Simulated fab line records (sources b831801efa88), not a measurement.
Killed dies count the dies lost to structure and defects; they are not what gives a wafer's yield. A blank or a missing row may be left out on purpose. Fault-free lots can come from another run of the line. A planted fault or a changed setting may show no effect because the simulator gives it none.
fab line records	flow sky130
record lots=12	wafers=35	lastDay=50
route steps=708 shown VIA2@527 METAL3@532 CAPM@539 PAD_OPEN@708
lots with no fault: from the same line, run without faults
startH: the number of hours between the record's first day and the start of the first shown wafer of the lot	waitH: hours elapsed since this lot's preceding step	" unchanged from the row above	L1.1+2: a single row standing in for several wafers	- no value, or no start given	* or withheld: withheld	< > ~ a bound
route shown NAME@n: names a module that has steps shown in the file, with the first one's number in the route	usual: mean/standard deviation taken from wafers without a fault	same: alike in all rows	chamber/n: place in a boat	sites: each site's reading	_std_site: standard deviation of those values	_edge_site: inner sites' mean taken away from outer sites' mean	radiusMm: for every site, how far away it sits from the centre of the wafer	mask NAME#n: copy n	behind: the last tool/chamber to shape the wafer	hold: why the lot was held/for how many hours/how that ended	device: which transistor (n, p or np) failed to switch	end of line: the tests these same wafers got at the end of their route	where a step has no rows: the recipe by itself	killed: dies lost to structure and defects at the first sort, not the wafer's yield	map: per-die view of a wafer (x killed, . not killed, _ where there is no die)
set.NAME: the setting the step ran with; set.NAME@STEP: the setting that earlier step ran with	model.NAME: the simulator's own value behind a step, which no gauge read
one table for each step of the route and one row for each wafer, over a sample of lots
services: when a tool's chamber went out of use (startH, in hours from the record's first day, below 0 if earlier), for how many hours, and the reason
## steps
# step SKY_VIA2_SPUTTER_20
# recipe material=TiN	targetThkNm=20	chamberPressurePa=5	powerW=4000	timeS=80
# usual cathodeDcPowerW=4000.0/0.74	throttleValvePct=30.2/0.86
lot.wafer	tool	chamber	startH	waitH	cathodeDcPowerW	throttleValvePct
L548.1	pvdSputter-04	-	914.54	0.0	4000.0	31.2
L548.2	"	-	"	"	4000.1	30.1
L548.4	"	-	"	"	3998.9	30.3
L549.1	pvdSputter-03	-	929.47	0.0	4000.0	30.6
L549.2	"	-	"	"	3999.3	30.2
L549.6	"	-	"	"	4002.0	30.0
L550.2	pvdSputter-04	-	931.10	0.0	4000.6	28.5
L550.6	"	-	"	"	3999.2	28.9
L551.1	pvdSputter-04	-	946.20	0.0	3999.1	30.1
L551.2	"	-	"	"	3999.2	30.3
L551.4	"	-	"	"	4000.7	28.6
L555.1	pvdSputter-03	-	964.18	0.0	3999.5	30.0
L555.2	"	-	"	"	3999.5	30.6
L555.4	"	-	"	"	3999.3	30.5
L554.1	pvdSputter-02	-	967.07	0.0	3999.6	29.7
L554.2	"	-	"	"	3999.5	31.7
L554.4	"	-	"	"	4000.4	30.8
L553.1	pvdSputter-02	-	970.36	0.0	4000.3	29.2
L553.3	"	-	"	"	3999.8	28.5
L553.6	"	-	"	"	3999.7	31.8
L556.3	pvdSputter-03	-	970.75	0.0	4000.7	30.6
L556.5	"	-	"	"	4000.6	30.2
L556.6	"	-	"	"	4001.1	30.7
L557.1	pvdSputter-03	-	990.72	0.0	4000.0	30.5
L557.4	"	-	"	"	3999.8	30.2
L557.6	"	-	"	"	3998.7	30.0
L559.3	pvdSputter-02	-	995.49	0.0	4000.2	29.4
L559.5	"	-	"	"	3999.3	28.3
L559.6	"	-	"	"	4000.7	32.0
L563.2	pvdSputter-03	-	1014.09	0.0	4000.1	30.8
L563.3	"	-	"	"	3999.9	30.5
L563.5	"	-	"	"	3999.8	30.1
L562.2	pvdSputter-02	-	1019.21	0.0	4000.3	28.4
L562.4	"	-	"	"	4000.1	30.8
L562.5	"	-	"	"	3999.0	29.6
# step SKY_METAL3_SPUTTER_00
# recipe material=Ti	targetThkNm=15	powerW=3000	timeS=10	chamberPressurePa=0.4
# usual cathodeDcPowerW=3000.0/0.54	throttleValvePct=30.2/0.87
lot.wafer	tool	chamber	startH	waitH	cathodeDcPowerW	throttleValvePct
L548.1	pvdSputter-01	-	916.36	0.2	2999.8	30.5
L548.2	"	-	"	"	2999.1	31.4
L548.4	"	-	"	"	3000.3	29.1
L549.1	pvdSputter-01	-	930.14	0.2	2999.7	31.4
L549.2	"	-	"	"	2999.7	29.4
L549.6	"	-	"	"	3001.0	31.6
L550.2	pvdSputter-01	-	931.77	0.2	3000.0	29.2
L550.6	"	-	"	"	2999.7	30.6
L551.1	pvdSputter-04	-	947.36	0.2	2999.8	31.6
L551.2	"	-	"	"	3000.0	28.5
L551.4	"	-	"	"	3000.3	30.1
L555.1	pvdSputter-04	-	965.03	0.1	2999.4	28.8
L555.2	"	-	"	"	2999.8	30.0
L555.4	"	-	"	"	3001.2	28.6
L554.1	pvdSputter-01	-	968.22	0.1	2999.6	31.1
L554.2	"	-	"	"	3000.6	29.3
L554.4	"	-	"	"	3000.0	30.2
L553.1	pvdSputter-04	-	971.10	0.2	3000.6	29.8
L553.3	"	-	"	"	2999.7	30.4
L553.6	"	-	"	"	3000.3	30.1
L556.3	pvdSputter-03	-	971.70	0.2	3000.9	30.2
L556.5	"	-	"	"	2999.9	30.5
L556.6	"	-	"	"	2999.5	30.8
L557.1	pvdSputter-04	-	991.40	0.1	2999.6	31.4
L557.4	"	-	"	"	3000.8	30.1
L557.6	"	-	"	"	3001.0	30.4
L559.3	pvdSputter-04	-	996.76	0.2	2999.4	28.2
L559.5	"	-	"	"	3000.1	30.2
L559.6	"	-	"	"	2998.6	31.5
L563.2	pvdSputter-04	-	1014.76	0.1	3000.7	28.6
L563.3	"	-	"	"	2999.9	31.3
L563.5	"	-	"	"	2999.8	29.8
L562.2	pvdSputter-01	-	1019.89	0.2	3000.3	29.4
L562.4	"	-	"	"	2999.9	31.4
L562.5	"	-	"	"	3000.2	29.1
# step SKY_METAL3_SPUTTER_03
# recipe material=Ti	targetThkNm=5	powerW=3000	timeS=3.3	chamberPressurePa=0.4
# usual cathodeDcPowerW=3000.1/0.58	throttleValvePct=30.2/0.85
lot.wafer	tool	chamber	startH	waitH	cathodeDcPowerW	throttleValvePct
L548.1	pvdSputter-01	-	916.44	0.0	2999.3	30.5
L548.2	"	-	"	"	2998.7	31.3
L548.4	"	-	"	"	3000.4	29.6
L549.1	pvdSputter-01	-	930.23	0.0	3000.4	31.4
L549.2	"	-	"	"	3000.1	29.3
L549.6	"	-	"	"	2999.9	31.4
L550.2	pvdSputter-01	-	931.86	0.0	3000.2	29.2
L550.6	"	-	"	"	2999.8	30.5
L551.1	pvdSputter-04	-	947.45	0.0	3000.4	31.3
L551.2	"	-	"	"	3000.7	28.5
L551.4	"	-	"	"	3000.7	30.0
L555.1	pvdSputter-04	-	965.12	0.0	2999.8	28.6
L555.2	"	-	"	"	2999.4	29.8
L555.4	"	-	"	"	2999.8	28.6
L554.1	pvdSputter-01	-	968.31	0.0	2999.3	31.5
L554.2	"	-	"	"	2999.9	29.1
L554.4	"	-	"	"	3000.4	30.2
L553.1	pvdSputter-04	-	971.19	0.0	2999.4	29.8
L553.3	"	-	"	"	2997.9	30.4
L553.6	"	-	"	"	3001.1	30.1
L556.3	pvdSputter-03	-	971.78	0.0	2999.8	30.4
L556.5	"	-	"	"	2999.2	30.5
L556.6	"	-	"	"	2999.5	30.6
L557.1	pvdSputter-04	-	991.48	0.0	3000.0	31.5
L557.4	"	-	"	"	3000.1	29.9
L557.6	"	-	"	"	3000.3	30.4
L559.3	pvdSputter-04	-	996.85	0.0	2999.6	28.8
L559.5	"	-	"	"	2998.9	29.7
L559.6	"	-	"	"	2999.7	31.5
L563.2	pvdSputter-04	-	1014.85	0.0	3000.1	28.4
L563.3	"	-	"	"	3000.5	31.3
L563.5	"	-	"	"	2999.5	30.0
L562.2	pvdSputter-01	-	1019.98	0.0	2999.8	29.1
L562.4	"	-	"	"	2999.4	31.2
L562.5	"	-	"	"	3000.3	29.3
# step SKY_CAPM_SPUTTER_02
# recipe material=TiN	targetThkNm=200	tempC=300	powerW=6500	timeS=166.7	chamberPressurePa=0.4
# usual cathodeDcPowerW=6500.1/1.2	throttleValvePct=30.3/0.92
lot.wafer	tool	chamber	startH	waitH	cathodeDcPowerW	throttleValvePct
L548.1	pvdSputter-03	-	916.59	0.1	6500.8	30.2
L548.2	"	-	"	"	6501.1	30.2
L548.4	"	-	"	"	6501.0	30.5
L549.1	pvdSputter-03	-	930.38	0.1	6496.8	30.6
L549.2	"	-	"	"	6499.6	30.2
L549.6	"	-	"	"	6501.4	30.4
L550.2	pvdSputter-03	-	932.01	0.0	6500.3	30.3
L550.6	"	-	"	"	6371.6	30.0
L551.1	pvdSputter-03	-	947.60	0.1	6372.2	30.2
L551.2	"	-	"	"	6497.7	30.4
L551.4	"	-	"	"	6498.4	30.7
L555.1	pvdSputter-01	-	965.27	0.1	6497.7	30.7
L555.2	"	-	"	"	6501.3	29.7
L555.4	"	-	"	"	6499.9	30.4
L554.1	pvdSputter-02	-	968.46	0.1	6498.7	29.5
L554.2	"	-	"	"	6501.0	28.4
L554.4	"	-	"	"	6501.1	31.9
L553.1	pvdSputter-02	-	971.35	0.1	6502.2	30.7
L553.3	"	-	"	"	6500.3	29.3
L553.6	"	-	"	"	6499.3	29.4
L556.3	pvdSputter-02	-	971.93	0.0	6501.6	32.0
L556.5	"	-	"	"	6501.4	32.2
L556.6	"	-	"	"	6498.7	29.2
L557.1	pvdSputter-02	-	991.63	0.1	6498.2	28.2
L557.4	"	-	"	"	6499.8	30.6
L557.6	"	-	"	"	6500.2	29.4
L559.3	pvdSputter-02	-	996.99	0.0	6498.2	32.0
L559.5	"	-	"	"	6500.0	30.7
L559.6	"	-	"	"	6500.2	29.5
L563.2	pvdSputter-01	-	1015.00	0.0	6500.7	31.3
L563.3	"	-	"	"	6500.1	29.0
L563.5	"	-	"	"	6502.9	31.5
L562.2	pvdSputter-02	-	1020.13	0.0	6499.4	30.7
L562.4	"	-	"	"	6501.5	28.4
L562.5	"	-	"	"	6502.1	30.8
# step SKY_PAD_OPEN_PROBE_99
# usual defectLimitedYield=82.8/1.8	killed_at_M0_to_M3=42/5.8	killed_at_M4_up=3.0/2	killedAtContacts=24/5.5	killedAtFrontEnd=15/3.9	killedAtOther=0.3/0.54	killedDies=85/8.8	killedOpen=47/6.8	killedShort=38/5.9	sort_bin_3_pad_short=0.9/0.41	sort_bin_5_function=10.1/1.4	sort_bin_6_memory=6.2/1.2	sortNPass=407/8.8	sortYieldPct=82.8/1.8
# same grossDies=492	killedAtBackSide=0	sort_bin_4_leakage[%]=0	sort_bin_8_speed[%]=0
lot.wafer	tool	chamber	startH	waitH	defectLimitedYield[%]	killed_at_M0_to_M3	killed_at_M4_up	killedAtContacts	killedAtFrontEnd	killedAtOther	killedDies	killedOpen	killedShort	sort_bin_3_pad_short[%]	sort_bin_5_function[%]	sort_bin_6_memory[%]	sortNPass	sortYieldPct[%]
L550.2	prober-01	-	1139.98	0.1	79.7	45	2	29	24	0	100	52	48	0.8	10.6	8.9	392	79.7
L550.6	prober-01	-	1140.18	0.2	81.7	44	5	24	17	0	90	48	42	0.8	12.0	5.5	402	81.7
L555.1	prober-02	-	1164.97	0.1	83.3	40	7	24	11	0	82	49	33	0.4	9.6	6.7	410	83.3
L555.2	prober-02	-	1165.02	0.1	80.7	50	2	24	18	1	95	55	40	1.0	13.0	5.3	397	80.7
L555.4	prober-02	-	1165.12	0.2	82.7	39	2	30	13	1	85	53	32	0.8	10.6	5.9	407	82.7
L556.3	prober-01	-	1175.21	0.2	82.5	49	1	23	13	0	86	55	31	0.6	11.8	5.1	406	82.5
L556.5	prober-01	-	1175.31	0.2	82.9	44	7	18	15	0	84	41	41	1.2	10.2	5.7	408	82.9
L556.6	prober-01	-	1175.36	0.2	85.4	36	7	19	10	0	72	38	34	0.8	8.3	5.5	420	85.4
# killed by level:class
L550.2 VIA2:geometricParticle:open=11 LI_CONTACT:geometricParticle:open=9 LOCAL_INTERCONNECT:geometricParticle:short=8 CONTACT:geometricParticle:open=8 FIELD_ISO:geometricParticle:short=7 VIA1:geometricParticle:short=7 FIELD_ISO:geometricParticle:open=6 METAL1:geometricParticle:short=6
L550.6 VIA3:geometricParticle:open=9 VIA1:geometricParticle:short=8 CONTACT:geometricParticle:open=8 VIA2:geometricParticle:open=7 FIELD_ISO:geometricParticle:open=5 LOCAL_INTERCONNECT:geometricParticle:short=5 POLY_GATE:geometricParticle:open=5 LI_CONTACT:geometricParticle:open=5
L555.1 VIA1:geometricParticle:open=12 LI_CONTACT:geometricParticle:open=8 METAL4:geometricParticle:short=6 CONTACT:geometricParticle:open=6 METAL1:geometricParticle:short=6 METAL2:geometricParticle:short=6 LOCAL_INTERCONNECT:geometricParticle:short=4 VIA2:geometricParticle:open=4
L555.2 VIA1:geometricParticle:open=13 VIA2:geometricParticle:open=10 CONTACT:geometricParticle:open=8 FIELD_ISO:geometricParticle:open=6 VIA3:geometricParticle:open=6 LI_CONTACT:geometricParticle:open=6 LOCAL_INTERCONNECT:geometricParticle:short=6 METAL2:geometricParticle:short=6
L555.4 LI_CONTACT:geometricParticle:open=12 VIA1:geometricParticle:open=10 CONTACT:geometricParticle:open=10 FIELD_ISO:geometricParticle:short=6 LOCAL_INTERCONNECT:geometricParticle:short=6 VIA2:geometricParticle:open=6 VIA3:geometricParticle:open=6 VIA2:geometricParticle:short=4
L556.3 VIA2:geometricParticle:open=13 POLY_GATE:geometricParticle:open=9 CONTACT:geometricParticle:open=9 VIA1:geometricParticle:open=6 VIA1:geometricParticle:short=5 VIA2:geometricParticle:short=5 VIA3:geometricParticle:open=5 LI_CONTACT:geometricParticle:open=3
L556.5 VIA1:geometricParticle:open=11 METAL2:geometricParticle:short=8 VIA2:geometricParticle:open=6 POLY_GATE:geometricParticle:short=5 VIA1:geometricParticle:short=5 LI_CONTACT:geometricParticle:short=4 CONTACT:geometricParticle:short=4 LI_CONTACT:geometricParticle:open=3
L556.6 VIA2:geometricParticle:open=9 LI_CONTACT:geometricParticle:open=6 CONTACT:geometricParticle:open=5 FIELD_ISO:geometricParticle:short=4 VIA1:geometricParticle:open=4 METAL2:geometricParticle:short=4 VIA3:geometricParticle:open=4 METAL4:geometricParticle:short=3
## services
tool	chamber	startH	hours	kind
pvdSputter-03	-	904.17	1.0	repair
pvdSputter-03	-	995.29	4.5	repair
## key
firstSign step=SKY_CAPM_SPUTTER_02	reading=cathodeDcPowerW	direction=down	sigmas=99+	usual=6500.1	struck=6371.9
effect none on later readings
metAt SKY_CAPM_SPUTTER_02
struckLots L550,L551
struckWafers L550.6,L551.1
notActingAt SKY_VIA2_SPUTTER_20,SKY_METAL3_SPUTTER_00,SKY_METAL3_SPUTTER_03
onsetBetween 930.38 932.01
fault kind=processParameterDrift	tool=pvdSputter-03	chamber=-	onsetH=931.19	steps=SKY_CAPM_SPUTTER_02	channel=powerW	offset=*	shape=step	endH=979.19	actsIn=*	stated=*	scope=struckWafersOnly
